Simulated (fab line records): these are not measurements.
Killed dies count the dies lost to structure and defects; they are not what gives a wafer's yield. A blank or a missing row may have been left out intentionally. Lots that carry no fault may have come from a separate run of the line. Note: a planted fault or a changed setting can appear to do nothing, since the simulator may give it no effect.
Split-lot study    flow sky130    23 wafers read across 5 lots, on a route 708 steps long

## THE SPLIT
At SKY_METAL5_SPUTTER_04 (material TiN, target thk 70 nm, time 58.3 s), the setting powerW was moved away from the recipe's 6500 W on 4 of the 23 wafers read, by -6.4% to -4.9%. For the rest of the wafers, this setting stayed at what the recipe calls for.

Reading taken at the split's own step.

## THE READING
TiN_of_METAL5_SPUTTER_04.thkNm (the simulator's own value, which no gauge read), in nm, at SKY_METAL5_SPUTTER_04 (material TiN, target thk 70 nm, time 58.3 s). The file gives no usual value for it. Average 69.58 nm, standard deviation 0.6 nm, over the 19 wafers here run with the recipe.

wafer   tool, chamber at the split  powerW as run, W  against the recipe  TiN_of_METAL5_SPUTTER_04.thkNm, nm  against lot-mates on the recipe
L074.1  pvdSputter-01, -            6500              recipe              68.69                               -
L074.4  pvdSputter-01, -            6500              recipe              69.45                               -
L074.5  pvdSputter-01, -            6500              recipe              69.41                               -
L078.1  pvdSputter-02, -            6500              recipe              70.54                               -
L078.2  pvdSputter-02, -            6500              recipe              69.88                               -
L078.3  pvdSputter-02, -            6500              recipe              70.6                                -
L078.4  pvdSputter-02, -            6500              recipe              69.65                               -
L078.5  pvdSputter-02, -            6500              recipe              70.3                                -
L075.1  pvdSputter-02, -            6500              recipe              69.83                               -
L075.2  pvdSputter-02, -            6500              recipe              68.73                               -
L075.3  pvdSputter-02, -            6500              recipe              69.67                               -
L075.4  pvdSputter-02, -            6500              recipe              68.81                               -
L075.5  pvdSputter-02, -            6500              recipe              69.62                               -
L080.1  pvdSputter-04, -            6500              recipe              68.61                               -
L080.2  pvdSputter-04, -            6500              recipe              69.29                               -
L080.3  pvdSputter-04, -            6083              -6.4%               64.99                               -4.33
L080.5  pvdSputter-04, -            6500              recipe              70.07                               -
L080.6  pvdSputter-04, -            6083              -6.4%               65                                  -4.32
L084.1  pvdSputter-04, -            6500              recipe              69.47                               -
L084.3  pvdSputter-04, -            6182              -4.9%               66.3                                -3.31
L084.4  pvdSputter-04, -            6500              recipe              69.07                               -
L084.5  pvdSputter-04, -            6182              -4.9%               66.88                               -2.73
L084.6  pvdSputter-04, -            6500              recipe              70.3                                -

FIT RESULTS
A straight line over all 23 wafers: TiN_of_METAL5_SPUTTER_04.thkNm changes by +0.678 nm for each +1% of powerW; r = +0.93; the points scatter about the line by 0.59 nm.
The same after taking each lot's own level away (the mean of its wafers on the recipe; 23 wafers): +0.655 nm for each +1%; r = +0.96; scatter 0.45 nm.
Per that fit: largest powerW move, reading shift of 4.2 nm.
Measured against the standard deviation above, the lots' own levels, which go from 69.183 to 70.194 nm, span 1.7 times it.
The two slopes are in agreement: the lot-to-lot level therefore moves the slope only a little.
Check: -4.13 nm against its lot-mates is what the line predicts for one of the wafers moved furthest among these (-6.4%) when that wafer is left out of the fit. Against them it came out at -4.33 nm.

## THESE WAFERS: OTHER SPLITS
Before the reading, these wafers also passed through other splits. Each is held against what the fit with the lots' levels taken away leaves over:
other split on the same wafers         wafers away from the commonest value  r with TiN_of_METAL5_SPUTTER_04.thkNm (lot level and that fit taken away)
SKY_METAL4_COAT_08 spinRpm             7                                     +0.15
SKY_METAL4_SOFTBAKE_09 tempC           7                                     -0.17
SKY_VIA4_SPUTTER_17 chamberPressurePa  18                                    -0.03
SKY_VIA4_CVD_18 tempC                  7                                     +0.25
SKY_METAL5_SPUTTER_00 timeS            8                                     +0.13

## FILE'S OWN FIT
TiN_of_METAL5_SPUTTER_04.thkNm changes by +0.653 nm for each +1% of powerW, r = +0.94.
